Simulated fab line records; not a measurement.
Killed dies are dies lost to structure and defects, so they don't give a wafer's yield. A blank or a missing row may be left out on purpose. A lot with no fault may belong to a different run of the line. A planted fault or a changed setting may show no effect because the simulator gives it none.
2 desks, one fault | flow gf180mcu | what lay behind the numbers comes last; until then each desk has only its own

THE METROLOGY DESK
What the gauges read, lot by lot, whatever tool the lot ran on: means of the sampled wafers that have a number. A lot is out of limits, marked OUT, if its mean lies more than 4 standard deviations from the usual mean; the brackets give that distance.
Columns: A = STI_CVD_03_THK at GF_STI_THK_MEAS_04, usual 207.6 nm; B = HV_LDD_03_OVL at GF_HV_LDD_OVL_MEAS_47, usual 0.3 nm; C = CONTACT_W_THK at GF_CONTACT_THK_MEAS_26, usual 301 nm
lot  | first seen here | A     | B    | C
L369 | day 1 14:34     | 206.8 | 1.0  | 296
L370 | day 1 21:08     | 208.6 | 0.7  | 304
L371 | day 2 00:33     | 207.5 | -1.0 | 298
L372 | day 2 05:08     | 207.4 | 1.8  | 310
L373 | day 2 11:11     | 206.8 | -0.6 | 299
L375 | day 2 21:29     | 208.0 | 0.2  | 300
L379 | day 3 20:03     | 204.8 | -1.2 | 294
L383 | day 4 11:36     | 210.5 | 1.3  | 302
L385 | day 4 21:56     | 205.4 | 1.5  | 301
L386 | day 5 02:34     | 211.3 | 1.1  | 301
L387 | day 5 08:35     | 208.0 | -0.2 | 300
L388 | day 5 12:35     | 206.0 | 1.1  | 306
L389 | day 5 18:55     | 206.1 | 2.6  | 296
L391 | day 6 03:34     | 205.5 | -1.2 | 295
L392 | day 6 08:35     | 206.6 | -1.7 | 314
Finding of this desk: none of the 15 lots has anything out of limits.

AT THE TOOL OWNER'S DESK: rtp-anneal-02
At GF_VT_IMPLANT_RTA_45 (time 30 s), the tool's own readings, given per lot that ran on this tool as the mean of the sampled wafers with a number. A lot is out of limits, marked OUT, if its mean lies more than 4 standard deviations from the usual mean; the brackets give that distance.
Columns: A = chamber-o2-ppm at GF_VT_IMPLANT_RTA_45, usual 2.001; B = lamp-power-pct at GF_VT_IMPLANT_RTA_45, usual 38 %; C = run-length-s at GF_VT_IMPLANT_RTA_45, usual 58.91 s; D = wafer_temp_C_max at GF_VT_IMPLANT_RTA_45, usual 1054.4
lot  | first seen here | A     | B  | C               | D
L369 | day 7 10:31     | 2.018 | 45 | 59.26           | 1055.9
L372 | day 8 06:52     | 1.990 | 45 | 59.07           | 1056.4
L373 | day 8 10:27     | 2.010 | 45 | 59.17           | 1054.8
L375 | day 9 14:32     | 2.002 | 45 | 59.08           | 1055.0
L379 | day 10 14:10    | 1.982 | 44 | 45.17 (-55) OUT | 1055.2
L383 | day 11 09:37    | 2.020 | 44 | 52.22 (-27) OUT | 1054.7
L385 | day 12 00:26    | 2.006 | 45 | 54.69 (-17) OUT | 1055.3
This desk finds L379, L383, L385 out of limits, L379 being first, at day 10 14:10 (run-length-s at GF_VT_IMPLANT_RTA_45). Within limits: L369, L372, L373, L375.

ALL TOGETHER
The tool owner's desk could have raised an alarm at day 10 14:10, on L379, L383, L385.
Metrology desk: nothing out of limits seen.
The metrology desk holds a record of L379, L383, L385, inside its limits.
Of the lots named, all ran GF_VT_IMPLANT_RTA_45 on rtp-anneal-02.

WHAT WAS PUT IN BY THE SIMULATOR
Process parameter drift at GF_VT_IMPLANT_RTA_45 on rtp-anneal-02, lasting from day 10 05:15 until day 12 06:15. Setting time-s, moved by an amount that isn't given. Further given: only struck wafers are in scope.
Shown lots that were struck: L379, L383, L385.
Time in hours from fault onset to the first out-of-limits reading at each desk: the tool owner's desk, 9.
